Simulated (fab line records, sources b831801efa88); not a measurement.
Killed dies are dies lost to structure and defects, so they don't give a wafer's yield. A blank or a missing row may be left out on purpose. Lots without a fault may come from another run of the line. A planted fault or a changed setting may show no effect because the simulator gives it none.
Which tool did it? | flow gf180mcu | 12 lots, 36 wafers sampled, at 1 step of a route of 602

WHAT THE GAUGES READ, wafer by wafer
GF_V1_THK_MEAS_01.
lot  | measured     | on            | V1_CVD_00_THK (nm)
L782 | day 17 07:25 | film_metro-03 | 592 595 592
L783 | day 17 12:20 | film_metro-03 | 597 593 597
L784 | day 17 23:08 | film_metro-03 | 603 596 602
L785 | day 18 15:06 | film_metro-03 | 593 589 597
L786 | day 18 21:55 | film_metro-04 | 598 606 606
L787 | day 19 08:57 | film_metro-02 | 589 592 588
L788 | day 19 14:13 | film_metro-03 | 601 607 607
L793 | day 21 11:12 | film_metro-04 | 600 594 597
L794 | day 21 13:52 | film_metro-03 | 605 594 602
L797 | day 22 19:16 | film_metro-02 | 596 605 606
L801 | day 24 05:07 | film_metro-04 | 590 586 590
L804 | day 24 19:17 | film_metro-04 | 613 603 612

WHICH TOOL RAN EACH LOT (tool, then ch and the chambers of the sampled wafers, then the start)
The record holds no process step before these readings.

WHAT THE TOOLS THEMSELVES READ (means of the sampled wafers that have a number; where no wafer has one, the mark that the record gives instead)
The record holds no such reading with a usual standard deviation.

THE ANSWER, worked out from the rows above alone
Rule: what is usual is taken from the lots themselves. Put in order of their means at a reading, lots are off if they are a third of the lots or fewer, leave a main group of 4 or more, and stand apart from it by a gap of 3 or more times the standard deviation of the main group's means; of several such gaps the widest counts. A main group whose means are all the same, to the digits that the tables above print for the reading, isn't used. A lot without any number at a reading at which 4 lots or more have one is off too. The other lots that the step has rows for count as sound. The gauges are gone through in route order, then the tools' own readings, and for those a lot's mean is taken as printed above. The first step at which some lot is off is used, and at that step the reading that is off furthest; a lot without a number counts as furthest.
No lot is off at any reading shown: from this, nothing can be told.

WHAT THE SIMULATOR HAD PUT IN
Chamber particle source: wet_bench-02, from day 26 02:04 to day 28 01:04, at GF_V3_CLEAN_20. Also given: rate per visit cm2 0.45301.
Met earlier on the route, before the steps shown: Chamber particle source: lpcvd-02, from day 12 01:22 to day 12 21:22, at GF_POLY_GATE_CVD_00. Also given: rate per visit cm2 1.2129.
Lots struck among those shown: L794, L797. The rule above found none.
